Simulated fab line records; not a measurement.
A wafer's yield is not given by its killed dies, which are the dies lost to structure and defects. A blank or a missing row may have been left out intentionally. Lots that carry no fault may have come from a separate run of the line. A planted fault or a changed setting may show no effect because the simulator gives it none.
Which tool was responsible? -- flow sky130 -- 11 lots, 33 wafers sampled, at 6 steps of a route of 708

== WHAT EACH GAUGE READ, for each wafer ==
Not one reading of a measure or inspect step in the record can be checked against a usual standard deviation.

== WHICH TOOL RAN EACH LOT (tool, then ch and the chambers of the sampled wafers, then the start) ==
lot,SKY_METAL4_SPUTTER_02,SKY_METAL4_SPUTTER_03,SKY_METAL4_METAL_ETCH_18,SKY_VIA4_HDPCVD_00,SKY_VIA4_ETCH_12,SKY_PAD_OPEN_PROBE_99
L658,"pvd sputter-01, day 39 15:06","pvd sputter-01, day 39 15:08","rie metal-02 ch 0,1, day 41 15:47","hdpcvd-02 ch 0,2, day 41 16:34","rie diel-04 ch 0,2, day 42 16:06",-
L663,"pvd sputter-02, day 41 04:59","pvd sputter-02, day 41 05:01","rie metal-02 ch 0,1, day 43 03:47","hdpcvd-01 ch 0,1,2, day 43 04:34","rie diel-03 ch 2,3, day 44 04:03",-
L662,"pvd sputter-01, day 41 08:31","pvd sputter-01, day 41 08:34","rie metal-03 ch 0,1, day 43 08:49","hdpcvd-01 ch 1,2, day 43 09:35","rie diel-01 ch 0,1,3, day 44 08:02",-
L668,"pvd sputter-01, day 43 15:27","pvd sputter-01, day 43 15:30","rie metal-01 ch 0,1, day 45 11:35","hdpcvd-01 ch 0,1,2, day 45 12:20","rie diel-04 ch 0,1,2, day 46 09:23","prober-02, day 49 02:13"
L669,"pvd sputter-01, day 43 17:54","pvd sputter-01, day 43 17:57","rie metal-01 ch 0,1, day 45 14:22","hdpcvd-01 ch 0,2, day 45 15:07","rie diel-03 ch 0,1,3, day 46 13:20","prober-02, day 49 05:13"
L667,"pvd sputter-04, day 43 18:52","pvd sputter-04, day 43 18:55","rie metal-03 ch 0,1, day 45 15:43","hdpcvd-01 ch 0,2, day 45 16:30","rie diel-04 ch 0,1,3, day 46 13:44","prober-01, day 49 06:37"
L671,"pvd sputter-01, day 43 19:52","pvd sputter-01, day 43 19:55","rie metal-01 ch 0,1, day 45 16:12","hdpcvd-02 ch 0,1, day 45 16:58","rie diel-01 ch 0,2,3, day 46 14:23","prober-02, day 49 06:40"
L676,"pvd sputter-04, day 44 10:21","pvd sputter-04, day 44 10:23","rie metal-03 ch 0,1, day 46 05:25","hdpcvd-02 ch 0,1, day 46 06:16","rie diel-03 ch 0,1, day 47 03:05",-
L677,"pvd sputter-04, day 44 22:07","pvd sputter-04, day 44 22:10","rie metal-02 ch 0,1, day 46 17:34","hdpcvd-01 ch 0,1,2, day 46 18:23","rie diel-03 ch 0,1,2, day 47 14:29","prober-02, day 50 02:54"
L678,"pvd sputter-01, day 44 23:22","pvd sputter-01, day 44 23:25","rie metal-03 ch 0,1, day 46 18:35","hdpcvd-02 ch 1,2, day 46 19:23","rie diel-03 ch 0,1,2, day 47 16:35","prober-01, day 50 05:19"
L680,"pvd sputter-02, day 46 12:31","pvd sputter-02, day 46 12:33","rie metal-02 ch 1, day 48 04:16","hdpcvd-02 ch 0,1,2, day 48 05:38","rie diel-01 ch 1,2,3, day 49 00:38",-
- SKY_METAL4_SPUTTER_02: material AlCu, target thk 735 nm, time 39.1 s.
- SKY_METAL4_SPUTTER_03: material Ti, target thk 5 nm, time 3.3 s.
- SKY_METAL4_METAL_ETCH_18: etches the open film in Cl2/BCl3, stops on SiO2, target depth 845 nm, time 183.1 s.
- SKY_VIA4_HDPCVD_00: deposits SiO2, target thk 1750 nm, time 291.7 s.
- SKY_VIA4_ETCH_12: etches SiO2 in C4F8/O2/Ar, stops on TiN, target depth 580 nm.
- SKY_PAD_OPEN_PROBE_99

== WHAT THE TOOLS THEMSELVES READ (means of the sampled wafers that have a number; where no wafer has one, the mark that the record gives instead) ==
SKY_METAL4_SPUTTER_02.
lot,tool,throttle valve pct (%)
L658,pvd sputter-01,30.3
L663,pvd sputter-02,28.8
L662,pvd sputter-01,31.0
L668,pvd sputter-01,29.8
L669,pvd sputter-01,29.7
L667,pvd sputter-04,30.4
L671,pvd sputter-01,29.8
L676,pvd sputter-04,30.3
L677,pvd sputter-04,30.2
L678,pvd sputter-01,29.7
L680,pvd sputter-02,28.7

SKY_METAL4_SPUTTER_03.
lot,tool,throttle valve pct (%)
L658,pvd sputter-01,30.3
L663,pvd sputter-02,28.7
L662,pvd sputter-01,31.0
L668,pvd sputter-01,29.8
L669,pvd sputter-01,29.6
L667,pvd sputter-04,30.3
L671,pvd sputter-01,29.6
L676,pvd sputter-04,30.3
L677,pvd sputter-04,30.2
L678,pvd sputter-01,29.8
L680,pvd sputter-02,28.8

SKY_METAL4_METAL_ETCH_18.
lot,tool,chamber pressure mTorr (mTorr),drypump motor current A (A),oes product au (a.u.),rf fwd power W (W),throttle valve pct (%)
L658,rie metal-02,9.998,5.8,0.863,899.2,22.260
L663,rie metal-02,10.001,6.2,0.870,896.9,22.258
L662,rie metal-03,9.993,6.0,0.867,899.0,22.265
L668,rie metal-01,9.994,6.1,0.870,895.3,22.266
L669,rie metal-01,9.999,6.1,0.867,897.0,22.258
L667,rie metal-03,10.004,6.0,0.858,896.4,22.267
L671,rie metal-01,10.007,5.5,0.858,898.7,22.267
L676,rie metal-03,10.000,6.0,0.868,900.9,22.264
L677,rie metal-02,10.008,6.2,0.858,897.8,22.261
L678,rie metal-03,10.002,6.0,0.873,897.2,22.265
L680,rie metal-02,10.003,6.5,0.861,898.5,22.264

SKY_VIA4_HDPCVD_00.
lot,tool,pressure mtorr (mTorr),run length s (s)
L658,hdpcvd-02,5.983,319.3
L663,hdpcvd-01,6.007,319.3
L662,hdpcvd-01,6.010,320.1
L668,hdpcvd-01,5.996,319.4
L669,hdpcvd-01,-,-
L667,hdpcvd-01,-,-
L671,hdpcvd-02,-,-
L676,hdpcvd-02,5.999,319.9
L677,hdpcvd-01,5.994,319.4
L678,hdpcvd-02,6.004,319.5
L680,hdpcvd-02,5.996,319.5

SKY_VIA4_ETCH_12.
lot,tool,chamber pressure mTorr (mTorr),oes product au (a.u.),rf fwd power W (W)
L658,rie diel-04,39.98,0.928,1490
L663,rie diel-03,40.02,0.919,1489
L662,rie diel-01,40.03,0.924,1488
L668,rie diel-04,39.99,0.925,1494
L669,rie diel-03,39.99,0.375,1489
L667,rie diel-04,39.98,0.374,1491
L671,rie diel-01,39.99,0.378,1494
L676,rie diel-03,40.00,0.928,1492
L677,rie diel-03,40.01,0.926,1494
L678,rie diel-03,40.02,0.921,1493
L680,rie diel-01,39.99,0.926,1497

SKY_PAD_OPEN_PROBE_99.
lot,tool,defect limited yield (%),killed_at_M0_to_M3,killed_at_M4_up,killed at contacts,killed at front end,killed at other,killed dies,killed on rim,killed open,killed short,sort_bin_3_pad_short (%),sort_bin_5_function (%),sort_bin_6_memory (%),sort_bin_8_speed (%),sort n pass,sort yield pct (%)
L668,prober-02,83.5,41,5.7,24,9,1.7,81,18,46,34,0.5,10.2,5.9,0.00,411,83.5
L669,prober-02,0.0,9,474.0,6,3,0.0,492,96,8,10,25.7,70.9,3.4,0.00,0,0.0
L667,prober-01,0.0,6,476.7,7,2,0.3,492,96,10,6,22.4,74.7,2.9,0.00,0,0.0
L671,prober-02,0.0,9,477.0,4,3,0.0,492,96,7,8,24.3,72.2,3.5,0.00,0,0.0
L677,prober-02,80.3,55,5.7,22,14,0.0,97,15,51,45,1.2,11.5,6.9,0.00,395,80.3
L678,prober-01,81.7,45,2.7,28,15,0.0,90,18,53,37,0.4,11.2,6.7,0.00,402,81.7

== THE ANSWER, worked out from the rows above alone ==
Rule: the lots themselves supply what counts as usual. The widest of any qualifying gaps counts: lots, ordered by their means at a reading, are off when they make up no more than a third of the lots, leave a main group of 4 or more, and stand apart from it by 3 or more times the standard deviation of that group's means. The tables above print the reading to a certain number of digits; a main group whose means all agree to those digits is not used. Also off: a lot with no number at a reading for which 4 or more lots have one. All remaining lots with rows at the step are treated as sound. First the gauges in route order, then the tools' own readings, where a lot's mean is used as printed above. The first step at which some lot is off is used, and at that step the reading that is off furthest; a lot without a number counts as furthest.
Off: L669, L667, L671, at SKY_VIA4_HDPCVD_00 (pressure mtorr). Without a number there: L669, L667, L671. Mean 5.999 mTorr and standard deviation 0.008 in the main group.
If a tool, at that step or one of the process steps before it, ran each lot that is off and ran no sound lot following the first of them, it fits. None of those tried fits.

== WHAT HAD BEEN PUT IN BY THE SIMULATOR ==
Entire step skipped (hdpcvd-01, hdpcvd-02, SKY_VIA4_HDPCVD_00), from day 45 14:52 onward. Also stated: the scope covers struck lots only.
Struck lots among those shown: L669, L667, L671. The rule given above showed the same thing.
